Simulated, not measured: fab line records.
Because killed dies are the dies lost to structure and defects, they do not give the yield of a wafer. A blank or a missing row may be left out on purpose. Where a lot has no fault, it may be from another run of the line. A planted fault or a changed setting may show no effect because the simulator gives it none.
A lot that was struck, set against a sound lot ; flow sky130 ; 14 out of 708 route steps
Sound: wafers L832.2, L832.3, L832.5. The struck wafers were L848.2, L848.3, L848.5. At the end, the cause is stated.
Per side, at each step with rows, come the tool, then ch with its chambers, and then its first start. Under that, the readings that differ: sound wafers ; struck wafers ; difference of the means ; sigmas: that difference in standard deviations of wafers without a fault.
alike: words and numbers the same on both sides, and readings whose means are apart by under 2 such deviations; not compared: readings that were withheld, readings missing a value for some wafer, numbers with overlapping values and no deviation given by the record, and bounds like >300 which may hide the same value.
Wherever a step has rows on one side only, a row that says differs or no value, or a row with sigmas, the two part there. Numbers that don't overlap but have no deviation are shown without sigmas and don't part them. A reading missing from all wafers of one side parts the sides only when that side holds two or more wafers.

SKY_NWELL_OVL_MEAS_23:
  sound on overlay-02, day 5 01:13; struck on overlay-01, day 9 08:14
  alike: NWELL_01_OVL
after that, 1 step had no rows for these wafers: SKY_NWELL_IMPLANT_24.
SKY_NWELL_STRIP_25: strips in O2/N2.
  sound on plasma_asher-02 ch 0,1, day 5 01:24; struck on plasma_asher-04 ch 0,1, day 9 08:25
reading;sound;struck;difference;sigmas
drypump_motor_current_A (A);4.9 5.0 5.6;6.0 6.1 6.0;+0.9;+3
  alike: chamber_pressure_mTorr, oes_product_au, strip_time_to_endpoint_s
  not compared: rf_hours_counter_h
SKY_NWELL_TW_MEAS_26:
  sound on film_metro-01, day 5 01:31; struck on film_metro-01, day 9 08:31
  alike: NWELL_2_TW
then, 1 step without rows for these wafers: SKY_NWELL_CLEAN_27 (cleans in SC1/SC2, time 150 s).
SKY_NWELL_RTA_28: time 30 s.
  sound on rtp_anneal-01 ch 0, day 5 01:38; struck on rtp_anneal-01 ch 0, day 9 08:40
  alike: lamp_power_pct, wafer_temp_C_max
SKY_NWELL_RS_MEAS_29: the measuring method here is four-point-probe.
  sound on film_metro-02, day 5 01:44; struck on film_metro-01, day 9 08:50
  alike: NWELL_RS
SKY_NWELL_RS_MEAS_31: the measuring method here is four-point-probe.
  sound on film_metro-02, day 5 01:58; struck on film_metro-01, day 9 09:05
  alike: PWDE_RS
then, 3 steps without rows for these wafers: SKY_VT_ADJUST_HVTP_DEHYDRATE_00 (time 60 s); SKY_VT_ADJUST_HVTP_HMDS_01 (prime time 60 s); SKY_VT_ADJUST_HVTP_COAT_02 (resist thk 1140 nm).
SKY_VT_ADJUST_HVTP_SOFTBAKE_03: time 60 s.
  sound on litho_track-03 ch 0, day 5 11:10; struck on litho_track-03 ch 0, day 9 19:37
reading;sound;struck;difference;sigmas
heater_power_total_W (W);56.58 56.59 56.61;55.13 55.12 55.18;-1.45;-30
plate_temp_C (C);90.30 90.00 90.13;88.30 88.33 88.34;-1.82;-15
then, 1 step without rows for these wafers: SKY_VT_ADJUST_HVTP_EXPOSE_04 (exposes mask HVTPM, target cd 380 nm).
-- a jump in the record: the struck wafers' starts before and after are 40 days apart (it breaks off in module VT_ADJUST_HVTP and resumes in module PAD_OPEN, where the first step shown is number 708 of the route) --
SKY_PAD_OPEN_PROBE_99:
  rows exist in the record for the struck wafers here (prober-01, day 49 18:06), but not for the sound ones

== WHERE THEY PART ==
Earliest at SKY_NWELL_STRIP_25; latest, in this record, at SKY_PAD_OPEN_PROBE_99.

WHY: whatever the simulator had introduced
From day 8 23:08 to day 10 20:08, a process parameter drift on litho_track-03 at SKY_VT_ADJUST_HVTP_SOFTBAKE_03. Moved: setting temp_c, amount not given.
